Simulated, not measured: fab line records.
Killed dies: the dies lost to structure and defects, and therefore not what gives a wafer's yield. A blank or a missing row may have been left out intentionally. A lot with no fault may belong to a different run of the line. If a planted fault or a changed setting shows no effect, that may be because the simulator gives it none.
fab line records ; flow sky130
[record] lots = 11; wafers = 33; last-day = 50
route steps=708 shown VIA4@651 METAL5@664 PAD_OPEN@701
lots untouched by any fault: they come from a run of this same line in which no faults occurred
start-h: hours from the record's opening day to when the first of the lot's shown wafers began ; wait-h: hours elapsed since this lot's preceding step ; " same as the row above ; L1.1+2: one row covering several wafers at once ; - either no value or no given start ; * or withheld: withheld ; < > ~ a bound
route shown NAME@n: names a module that has steps shown in the file, with the first one's number in the route ; usual: mean/standard deviation of fault-free wafers ; same: alike in all rows ; chamber/n: place in a boat ; sites: each site's reading ; _std_site: their standard deviation ; _edge_site: the outer-site mean with the inner-site mean subtracted ; radius-mm: for every site, how far away it sits from the centre of the wafer ; mask NAME#n: copy n ; behind: the tool/chamber that last shaped the wafer ; hold: cause of the lot's hold/its duration in hours/its outcome ; device: names the non-switching transistor (n, p or np) ; end of line: the route-end tests of the same wafers ; step lacking rows: just its recipe ; killed: at the first sort, the dies lost to defects and structure; wafer yield is something else ; map: the dies of a wafer, with x for killed, . for not killed, _ for no die there
set.NAME: the run value of the setting; set.NAME@STEP: its run value at that earlier step ; model.NAME: the simulator's own value behind a step, which no gauge read
route steps across a sampled set of lots; one table per step, one row per wafer
services: the hour from which a tool's chamber was out of use, counted from the record's first day as start-h (under 0 if before that day), plus the number of hours and why
[[steps]]
[step SKY_VIA4_ETCH_12]
[recipe] target = SiO2; chemistry = C4F8/O2/Ar; stop-on = TiN; mask-material = NOVOLAK; source-w = 1500; bias-w = 1168; pressure-mtorr = 40; c4f8-flow-sccm = withheld; O2_flow_sccm = 6; Ar_flow_sccm = 300; time-s = withheld; target-depth-a = 5800
[usual] oes-product-au = 0.925/0.0048
lot.wafer;tool;chamber;start-h;wait-h;oes-product-au
L970.2;rie-diel-03;1;1010.00;0.0;0.928
L970.3;rie-diel-03;0;1010.00;0.0;0.924
L970.6;rie-diel-03;1;1010.00;0.0;0.927
L971.1;rie-diel-03;1;1018.26;0.0;0.926
L971.2;rie-diel-03;0;1018.26;0.0;0.926
L971.5;rie-diel-03;3;1018.26;0.0;0.932
L974.2;rie-diel-01;3;1039.06;0.0;0.930
L974.5;rie-diel-01;3;1039.06;0.0;0.924
L974.6;rie-diel-01;2;1039.06;0.0;0.923
L975.3;rie-diel-02;2;1045.00;0.0;0.929
L975.4;rie-diel-02;0;1045.00;0.0;0.928
L975.6;rie-diel-02;3;1045.00;0.0;0.930
L978.2;rie-diel-01;3;1076.05;0.0;0.925
L978.3;rie-diel-01;0;1076.05;0.0;0.925
L978.5;rie-diel-01;3;1076.05;0.0;0.923
L984.1;rie-diel-03;3;1103.88;0.0;0.921
L984.2;rie-diel-03;2;1103.88;0.0;0.925
L984.5;rie-diel-03;1;1103.88;0.0;0.923
L985.1;rie-diel-01;1;1108.95;0.0;0.922
L985.4;rie-diel-01;3;1108.95;0.0;0.923
L985.6;rie-diel-01;0;1108.95;0.0;0.923
L987.2;rie-diel-03;3;1118.80;0.0;0.921
L987.5;rie-diel-03;1;1118.80;0.0;0.926
L987.6;rie-diel-03;0;1118.80;0.0;0.925
L990.2;rie-diel-03;1;1134.97;0.0;0.920
L990.5;rie-diel-03;3;1134.97;0.0;0.928
L990.6;rie-diel-03;1;1134.97;0.0;0.916
L991.1;rie-diel-02;2;1144.65;0.0;0.925
L991.4;rie-diel-02;1;1144.65;0.0;0.919
L991.5;rie-diel-02;1;1144.65;0.0;0.921
L993.1;rie-diel-03;0;1151.60;0.0;0.933
L993.4;rie-diel-03;2;1151.60;0.0;0.917
L993.5;rie-diel-03;0;1151.60;0.0;0.925
[step SKY_METAL5_SPUTTER_03]
[recipe] material = Ti; target-thk-nm = 5; power-w = 3000; time-s = 3.3; chamber-pressure-pa = 0.4
[usual] chamber-pressure-pa = 0.4000/0.00082; throttle-valve-pct = 29.8/1.4
lot.wafer;tool;chamber;start-h;wait-h;chamber-pressure-pa;throttle-valve-pct
L970.2;pvd-sputter-03;-;1011.46;0.0;0.4006;32.0
L970.3;pvd-sputter-03;-;1011.46;0.0;0.3979;29.0
L970.6;pvd-sputter-03;-;1011.46;0.0;0.3995;29.0
L971.1;pvd-sputter-01;-;1019.72;0.0;0.3987;29.4
L971.2;pvd-sputter-01;-;1019.72;0.0;0.4001;29.8
L971.5;pvd-sputter-01;-;1019.72;0.0;0.3993;30.2
L974.2;pvd-sputter-03;-;1040.58;0.0;0.4002;32.4
L974.5;pvd-sputter-03;-;1040.58;0.0;0.3985;27.5
L974.6;pvd-sputter-03;-;1040.58;0.0;0.3986;28.9
L975.3;pvd-sputter-01;-;1046.47;0.0;0.3996;31.1
L975.4;pvd-sputter-01;-;1046.47;0.0;0.3996;29.9
L975.6;pvd-sputter-01;-;1046.47;0.0;0.3997;31.6
L978.2;pvd-sputter-01;-;1077.54;0.0;0.3997;29.6
L978.3;pvd-sputter-01;-;1077.54;0.0;0.3988;31.6
L978.5;pvd-sputter-01;-;1077.54;0.0;0.3999;29.5
L984.1;pvd-sputter-02;-;1105.40;0.0;0.4007;30.0
L984.2;pvd-sputter-02;-;1105.40;0.0;0.3996;30.6
L984.5;pvd-sputter-02;-;1105.40;0.0;0.3991;30.7
L985.1;pvd-sputter-02;-;1110.56;0.0;0.4019;31.1
L985.4;pvd-sputter-02;-;1110.56;0.0;0.3991;30.1
L985.6;pvd-sputter-02;-;1110.56;0.0;0.4004;30.0
L987.2;pvd-sputter-03;-;1120.41;0.0;0.4010;32.4
L987.5;pvd-sputter-03;-;1120.41;0.0;0.3987;27.5
L987.6;pvd-sputter-03;-;1120.41;0.0;0.4002;27.2
L990.2;pvd-sputter-02;-;1136.89;0.0;0.3991;30.7
L990.5;pvd-sputter-02;-;1136.89;0.0;0.3997;30.8
L990.6;pvd-sputter-02;-;1136.89;0.0;0.3999;29.6
L991.1;pvd-sputter-01;-;1146.11;0.0;0.4010;29.5
L991.4;pvd-sputter-01;-;1146.11;0.0;0.4019;31.3
L991.5;pvd-sputter-01;-;1146.11;0.0;0.3996;29.8
L993.1;pvd-sputter-03;-;1153.11;0.0;0.3992;27.6
L993.4;pvd-sputter-03;-;1153.11;0.0;0.4002;29.1
L993.5;pvd-sputter-03;-;1153.11;0.0;0.4003;27.5
[step SKY_METAL5_SPUTTER_04]
[recipe] material = TiN; target-thk-nm = 70; power-w = 6500; time-s = 58.3; chamber-pressure-pa = 0.4
[usual] chamber-pressure-pa = 0.4000/0.00092; throttle-valve-pct = 29.8/1.4
lot.wafer;tool;chamber;start-h;wait-h;chamber-pressure-pa;throttle-valve-pct
L970.2;pvd-sputter-03;-;1011.48;0.0;0.4004;32.0
L970.3;pvd-sputter-03;-;1011.48;0.0;0.4008;29.3
L970.6;pvd-sputter-03;-;1011.48;0.0;0.4008;29.2
L971.1;pvd-sputter-01;-;1019.74;0.0;0.4017;29.5
L971.2;pvd-sputter-01;-;1019.74;0.0;0.4006;29.5
L971.5;pvd-sputter-01;-;1019.74;0.0;0.3997;30.0
L974.2;pvd-sputter-03;-;1040.60;0.0;0.3999;32.2
L974.5;pvd-sputter-03;-;1040.60;0.0;0.4010;27.7
L974.6;pvd-sputter-03;-;1040.60;0.0;0.3985;29.2
L975.3;pvd-sputter-01;-;1046.49;0.0;0.3997;31.5
L975.4;pvd-sputter-01;-;1046.49;0.0;0.3999;30.1
L975.6;pvd-sputter-01;-;1046.49;0.0;0.3995;31.3
L978.2;pvd-sputter-01;-;1077.56;0.0;0.4008;30.1
L978.3;pvd-sputter-01;-;1077.56;0.0;0.4009;31.6
L978.5;pvd-sputter-01;-;1077.56;0.0;0.3993;29.4
L984.1;pvd-sputter-02;-;1105.42;0.0;0.4015;30.0
L984.2;pvd-sputter-02;-;1105.42;0.0;0.4001;30.9
L984.5;pvd-sputter-02;-;1105.42;0.0;0.3949;31.0
L985.1;pvd-sputter-02;-;1110.58;0.0;0.4010;31.0
L985.4;pvd-sputter-02;-;1110.58;0.0;0.4007;30.0
L985.6;pvd-sputter-02;-;1110.58;0.0;0.4008;30.0
L987.2;pvd-sputter-03;-;1120.42;0.0;0.4005;31.8
L987.5;pvd-sputter-03;-;1120.42;0.0;0.3999;27.3
L987.6;pvd-sputter-03;-;1120.42;0.0;0.3997;27.5
L990.2;pvd-sputter-02;-;1136.91;0.0;0.3995;31.0
L990.5;pvd-sputter-02;-;1136.91;0.0;0.3992;30.7
L990.6;pvd-sputter-02;-;1136.91;0.0;0.3997;29.6
L991.1;pvd-sputter-01;-;1146.13;0.0;0.3994;29.4
L991.4;pvd-sputter-01;-;1146.13;0.0;0.4002;31.5
L991.5;pvd-sputter-01;-;1146.13;0.0;0.4005;30.1
L993.1;pvd-sputter-03;-;1153.13;0.0;0.4010;27.7
L993.4;pvd-sputter-03;-;1153.13;0.0;0.3998;29.3
L993.5;pvd-sputter-03;-;1153.13;0.0;0.4002;27.5
[step SKY_PAD_OPEN_ETCH_07]
[recipe] chemistry = CF4/O2; target-depth-nm = 725; stop-on = AlCu; source-w = 800; bias-w = 150; pressure-mtorr = 150; cf4-flow-sccm = 80; O2_flow_sccm = 10; time-s = 161.1
[usual] cf4-flow-sccm = 80.02/0.23; drypump-motor-current-A = 5.6/0.57; oes-product-au = 0.978/0.0068; throttle-valve-pct = 5.966/0.0085
lot.wafer;tool;chamber;start-h;wait-h;cf4-flow-sccm;drypump-motor-current-A;oes-product-au;rf-hours-counter-h;throttle-valve-pct
L970.2;rie-diel-01;0;1079.77;-;80.48;5.8;0.964;12;5.961
L970.3;rie-diel-01;1;1079.77;-;80.43;5.1;0.972;17;5.975
L970.6;rie-diel-01;0;1079.77;-;80.12;5.8;0.978;-;5.960
L971.1;rie-diel-04;2;1086.87;-;80.05;5.6;0.975;11;5.982
L971.2;rie-diel-04;1;1086.87;-;80.35;6.2;0.973;14;5.959
L971.5;rie-diel-04;1;1086.87;-;80.13;6.2;0.984;-;5.959
L974.2;rie-diel-01;0;1107.02;-;80.17;5.8;0.972;13;5.966
L974.5;rie-diel-01;2;1107.02;-;79.63;5.2;0.981;-;5.954
L974.6;rie-diel-01;3;1107.02;-;80.00;6.6;0.978;-;5.961
L975.3;rie-diel-02;1;1112.32;-;79.98;6.5;0.974;27;5.977
L975.4;rie-diel-02;0;1112.32;-;80.38;5.1;0.977;15;5.959
L975.6;rie-diel-02;3;1112.32;-;80.47;4.8;0.984;-;5.971
L978.2;rie-diel-02;1;1138.82;-;79.66;6.5;0.970;28;5.973
L978.3;rie-diel-02;3;1138.82;-;79.87;4.8;0.979;16;5.970
L978.5;rie-diel-02;0;1138.82;-;79.88;5.1;0.986;-;5.957
L984.1;rie-diel-04;1;1163.47;-;80.28;6.2;0.961;17;5.963
L984.2;rie-diel-04;3;1163.47;-;80.00;5.7;0.973;18;5.969
L984.5;rie-diel-04;3;1163.47;-;79.93;5.7;0.974;-;5.959
L985.1;rie-diel-02;1;1169.07;-;79.76;6.5;0.976;30;5.956
L985.4;rie-diel-02;2;1169.07;-;80.16;5.4;0.988;-;5.963
L985.6;rie-diel-02;1;1169.07;-;79.95;6.5;0.977;-;5.966
L987.2;rie-diel-04;2;1176.87;-;80.01;5.6;0.973;14;5.965
L987.5;rie-diel-04;1;1176.87;-;80.24;6.2;0.992;-;5.975
L987.6;rie-diel-04;2;1176.87;-;80.00;5.6;0.987;-;5.960
L990.2;rie-diel-02;2;1190.78;-;80.12;5.4;0.980;21;5.976
L990.5;rie-diel-02;3;1190.78;-;80.46;4.8;0.988;-;5.960
L990.6;rie-diel-02;2;1190.78;-;80.07;5.4;0.987;-;5.973
L991.1;rie-diel-02;2;1199.37;-;79.69;5.4;0.972;22;5.970
L991.4;rie-diel-02;3;1199.37;-;79.98;4.8;0.978;18;5.975
L991.5;rie-diel-02;3;1199.37;-;79.52;4.8;0.978;-;5.957
L993.1;rie-diel-02;0;1203.92;-;79.77;5.1;0.978;18;5.976
L993.4;rie-diel-02;2;1203.92;-;79.75;5.3;0.981;-;5.974
L993.5;rie-diel-02;0;1203.92;-;79.75;5.1;0.976;-;5.983
[step SKY_PAD_OPEN_PROBE_99]
[usual] defect-limited-yield = 82.6/1.7; killed_at_M0_to_M3 = 43/6.5; killed_at_M4_up = 3.2/1.9; killed-at-contacts = 25/5.5; killed-at-front-end = 14/4.2; killed-at-other = 0.2/0.44; killed-dies = 85/8.5; killed-open = 47/7; killed-short = 39/6.3; sort_bin_3_pad_short = 0.9/0.46; sort_bin_5_function = 10.3/1.4; sort_bin_6_memory = 6.2/1.2; sort-n-pass = 407/8.5; sort-yield-pct = 82.6/1.7
[same] gross-dies = 492; killed-at-back-side = 0; sort_bin_4_leakage[%] = 0; sort_bin_8_speed[%] = 0
lot.wafer;tool;chamber;start-h;wait-h;defect-limited-yield[%];killed_at_M0_to_M3;killed_at_M4_up;killed-at-contacts;killed-at-front-end;killed-at-other;killed-dies;killed-open;killed-short;sort_bin_3_pad_short[%];sort_bin_5_function[%];sort_bin_6_memory[%];sort-n-pass;sort-yield-pct[%]
L978.2;prober-01;-;1141.33;0.1;73.0;32;67;23;10;1;133;47;24;2.8;16.3;7.9;359;73.0
L978.3;prober-01;-;1141.38;0.2;80.9;41;5;36;12;0;94;54;40;0.4;12.2;6.5;398;80.9
L978.5;prober-01;-;1141.48;0.2;78.7;57;3;27;17;1;105;60;45;1.2;13.8;6.3;387;78.7
L984.1;prober-02;-;1166.27;0.1;82.3;46;4;23;14;0;87;48;39;1.6;9.6;6.5;405;82.3
L984.2;prober-02;-;1166.32;0.1;83.1;45;2;16;20;0;83;36;47;1.2;12.0;3.7;409;83.1
L984.5;prober-02;-;1166.47;0.2;81.9;39;5;27;18;0;89;46;43;0.2;11.4;6.5;403;81.9
L985.1;prober-01;-;1171.45;0.1;83.1;41;2;23;17;0;83;37;46;0.6;10.6;5.7;409;83.1
L985.4;prober-01;-;1171.60;0.2;86.6;33;4;16;12;1;66;34;32;0.6;8.3;4.5;426;86.6
L985.6;prober-01;-;1171.70;0.2;82.7;56;2;11;16;0;85;45;40;1.0;7.9;8.3;407;82.7
L987.2;prober-01;-;1179.95;0.1;80.7;46;4;30;15;0;95;61;34;1.0;12.8;5.5;397;80.7
L987.5;prober-01;-;1180.10;0.2;80.3;45;3;34;15;0;97;54;43;0.6;12.8;6.3;395;80.3
L987.6;prober-01;-;1180.15;0.2;83.7;36;1;28;14;1;80;48;32;0.8;8.5;6.9;412;83.7
L990.2;prober-02;-;1193.15;0.1;82.7;39;6;21;19;0;85;45;40;0.6;11.8;4.9;407;82.7
L990.6;prober-02;-;1193.35;0.2;83.9;41;1;24;13;0;79;40;39;0.4;8.7;6.9;413;83.9
L991.1;prober-01;-;1201.69;0.1;83.1;42;1;25;14;1;83;38;45;1.2;8.7;6.9;409;83.1
L991.4;prober-01;-;1201.84;0.2;82.9;42;3;32;7;0;84;48;36;1.2;9.3;6.5;408;82.9
L991.5;prober-01;-;1201.89;0.2;87.0;34;1;24;5;0;64;35;29;1.0;7.3;4.7;428;87.0
L993.1;prober-01;-;1206.24;0.1;81.3;54;4;24;10;0;92;53;39;1.6;12.6;4.5;400;81.3
L993.4;prober-01;-;1206.39;0.2;87.0;31;2;17;14;0;64;33;31;1.6;7.7;3.7;428;87.0
L993.5;prober-01;-;1206.44;0.2;81.5;44;5;28;14;0;91;52;39;1.6;9.8;7.1;401;81.5
// killed by level:class
L978.2 METAL5:unspecified=62 LI_CONTACT:geometric-particle:open=13 VIA2:geometric-particle:open=9 VIA3:geometric-particle:open=6 CONTACT:geometric-particle:open=6 POLY_GATE:geometric-particle:open=4 METAL2:geometric-particle:short=4 METAL2:geometric-particle:open=3
L978.3 VIA1:geometric-particle:open=15 LI_CONTACT:geometric-particle:open=11 CONTACT:geometric-particle:open=11 VIA3:geometric-particle:open=6 CONTACT:geometric-particle:short=6 POLY_GATE:geometric-particle:short=5 LI_CONTACT:geometric-particle:short=4 LOCAL_INTERCONNECT:geometric-particle:short=4
L978.5 LI_CONTACT:geometric-particle:open=12 VIA1:geometric-particle:open=12 VIA1:geometric-particle:short=11 CONTACT:geometric-particle:open=8 METAL2:geometric-particle:short=7 VIA3:geometric-particle:open=7 METAL1:geometric-particle:short=6 VIA2:geometric-particle:open=5
L984.1 VIA1:geometric-particle:open=13 VIA2:geometric-particle:open=9 METAL1:geometric-particle:short=7 LI_CONTACT:geometric-particle:open=7 CONTACT:geometric-particle:open=6 FIELD_ISO:geometric-particle:open=5 CONTACT:geometric-particle:short=5 METAL2:geometric-particle:short=4
L984.2 POLY_GATE:geometric-particle:short=8 CONTACT:geometric-particle:open=7 METAL2:geometric-particle:short=7 VIA3:geometric-particle:short=7 VIA1:geometric-particle:open=6 VIA1:geometric-particle:short=5 LI_CONTACT:geometric-particle:open=5 METAL1:geometric-particle:short=5
L984.5 CONTACT:geometric-particle:open=15 VIA2:geometric-particle:open=8 VIA1:geometric-particle:short=8 FIELD_ISO:geometric-particle:open=6 LOCAL_INTERCONNECT:geometric-particle:short=6 VIA1:geometric-particle:open=5 METAL1:geometric-particle:short=4 METAL2:geometric-particle:short=4
L985.1 LOCAL_INTERCONNECT:geometric-particle:short=7 METAL1:geometric-particle:short=7 VIA1:geometric-particle:open=6 POLY_GATE:geometric-particle:short=6 CONTACT:geometric-particle:open=5 VIA3:geometric-particle:open=5 FIELD_ISO:geometric-particle:open=4 POLY_GATE:geometric-particle:open=4
L985.4 METAL2:geometric-particle:short=6 VIA1:geometric-particle:open=6 LOCAL_INTERCONNECT:geometric-particle:short=5 CONTACT:geometric-particle:open=5 METAL3:geometric-particle:short=5 FIELD_ISO:geometric-particle:open=4 FIELD_ISO:geometric-particle:short=3 POLY_GATE:geometric-particle:open=3
L985.6 VIA1:geometric-particle:open=15 METAL1:geometric-particle:short=9 VIA2:geometric-particle:open=8 VIA2:geometric-particle:short=6 FIELD_ISO:geometric-particle:short=5 VIA3:geometric-particle:open=5 CONTACT:geometric-particle:short=4 VIA3:geometric-particle:short=4
L987.2 VIA1:geometric-particle:open=14 CONTACT:geometric-particle:open=9 LI_CONTACT:geometric-particle:open=8 FIELD_ISO:geometric-particle:open=6 LOCAL_INTERCONNECT:geometric-particle:short=6 METAL1:geometric-particle:short=6 VIA2:geometric-particle:open=6 VIA3:geometric-particle:open=6
L987.5 VIA1:geometric-particle:open=17 CONTACT:geometric-particle:open=15 LI_CONTACT:geometric-particle:open=8 LOCAL_INTERCONNECT:geometric-particle:short=6 VIA1:geometric-particle:short=6 METAL2:geometric-particle:short=6 FIELD_ISO:geometric-particle:short=4 POLY_GATE:geometric-particle:open=4
L987.6 CONTACT:geometric-particle:open=13 VIA2:geometric-particle:open=8 VIA1:geometric-particle:open=6 METAL1:geometric-particle:short=4 LI_CONTACT:geometric-particle:open=4 CONTACT:geometric-particle:short=4 VIA1:geometric-particle:short=4 METAL2:geometric-particle:short=4
L990.2 VIA1:geometric-particle:open=10 FIELD_ISO:geometric-particle:open=8 LI_CONTACT:geometric-particle:open=7 CONTACT:geometric-particle:open=7 METAL1:geometric-particle:short=5 VIA1:geometric-particle:short=5 METAL2:geometric-particle:short=5 POLY_GATE:geometric-particle:open=4
L990.6 VIA1:geometric-particle:open=11 VIA2:geometric-particle:open=7 CONTACT:geometric-particle:short=7 CONTACT:geometric-particle:open=7 POLY_GATE:geometric-particle:short=6 LI_CONTACT:geometric-particle:open=5 METAL2:geometric-particle:short=5 VIA1:geometric-particle:short=4
L991.1 CONTACT:geometric-particle:open=8 VIA1:geometric-particle:open=8 VIA3:geometric-particle:open=7 VIA1:geometric-particle:short=7 POLY_GATE:geometric-particle:short=6 CONTACT:geometric-particle:short=5 LI_CONTACT:geometric-particle:short=4 LI_CONTACT:geometric-particle:open=4
L991.4 VIA1:geometric-particle:open=10 CONTACT:geometric-particle:open=9 METAL1:geometric-particle:short=8 LI_CONTACT:geometric-particle:open=7 LOCAL_INTERCONNECT:geometric-particle:short=6 VIA2:geometric-particle:open=6 VIA3:geometric-particle:open=6 CONTACT:geometric-particle:short=5
L991.5 CONTACT:geometric-particle:open=9 METAL1:geometric-particle:short=7 METAL2:geometric-particle:short=7 CONTACT:geometric-particle:short=5 VIA1:geometric-particle:open=5 METAL2:geometric-particle:open=5 FIELD_ISO:geometric-particle:short=4 LI_CONTACT:geometric-particle:open=4
L993.1 VIA3:geometric-particle:open=11 CONTACT:geometric-particle:open=10 VIA1:geometric-particle:open=8 VIA2:geometric-particle:open=6 METAL1:geometric-particle:short=6 LI_CONTACT:geometric-particle:open=5 METAL1:geometric-particle:open=5 VIA2:geometric-particle:short=5
L993.4 VIA1:geometric-particle:open=9 LI_CONTACT:geometric-particle:open=6 LOCAL_INTERCONNECT:geometric-particle:short=5 POLY_GATE:geometric-particle:open=4 METAL2:geometric-particle:short=4 VIA3:geometric-particle:open=3 METAL1:geometric-particle:short=3 METAL3:geometric-particle:short=3
L993.5 VIA3:geometric-particle:open=12 CONTACT:geometric-particle:open=8 LI_CONTACT:geometric-particle:open=8 METAL2:geometric-particle:short=7 LOCAL_INTERCONNECT:geometric-particle:short=6 POLY_GATE:geometric-particle:open=4 METAL1:geometric-particle:open=4 CONTACT:geometric-particle:short=4
[[services]]
tool;chamber;start-h;hours;kind
rie-diel-01;-;986.09;0.1;repair
rie-diel-03;3;998.53;2.7;repair
rie-diel-04;3;1010.36;5.4;repair
pvd-sputter-03;-;1025.08;1.1;repair
rie-diel-03;1;1029.39;3.1;repair
rie-diel-02;3;1038.21;2.6;repair
rie-diel-04;1;1048.96;3.5;repair
rie-diel-01;-;1051.15;0.2;repair
rie-diel-03;1;1062.15;3.6;repair
rie-diel-03;1;1084.19;9.9;repair
pvd-sputter-03;-;1108.24;7.5;repair
rie-diel-04;-;1110.88;2.8;pm
pvd-sputter-01;-;1111.41;2.5;repair
pvd-sputter-01;-;1111.76;4.6;repair
rie-diel-02;0;1119.98;12.3;repair
rie-diel-03;0;1130.87;7.5;repair
rie-diel-01;1;1149.96;1.4;repair
rie-diel-02;0;1160.05;12.6;repair
rie-diel-02;3;1164.67;6.4;repair
rie-diel-01;0;1167.54;2.0;repair
rie-diel-01;3;1168.76;4.9;repair
pvd-sputter-03;-;1170.98;5.3;repair
rie-diel-02;0;1183.33;4.5;repair
pvd-sputter-02;-;1187.36;8.4;repair
[[key]]
[first-sign] step = SKY_PAD_OPEN_PROBE_99; reading = killed_at_M4_up; direction = up; sigmas = 34; usual = 3.2; struck = 67
[effect] step = SKY_PAD_OPEN_PROBE_99; reading = killed-dies; direction = up; sigmas = 5.6; usual = 85; struck = 133
met-at SKY_METAL5_SPUTTER_04
struck-lots L978
struck-wafers L978.2
not-acting-at SKY_VIA4_ETCH_12,SKY_METAL5_SPUTTER_03,SKY_PAD_OPEN_ETCH_07
onset-between 1046.49 1077.56
[fault] kind = chamber-particle-source; tool = pvd-sputter-01; chamber = -; onset-h = 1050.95; steps = SKY_METAL5_SPUTTER_04; rate-per-visit-cm2 = 1.2789; end-h = 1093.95; scope = struck-wafers-only
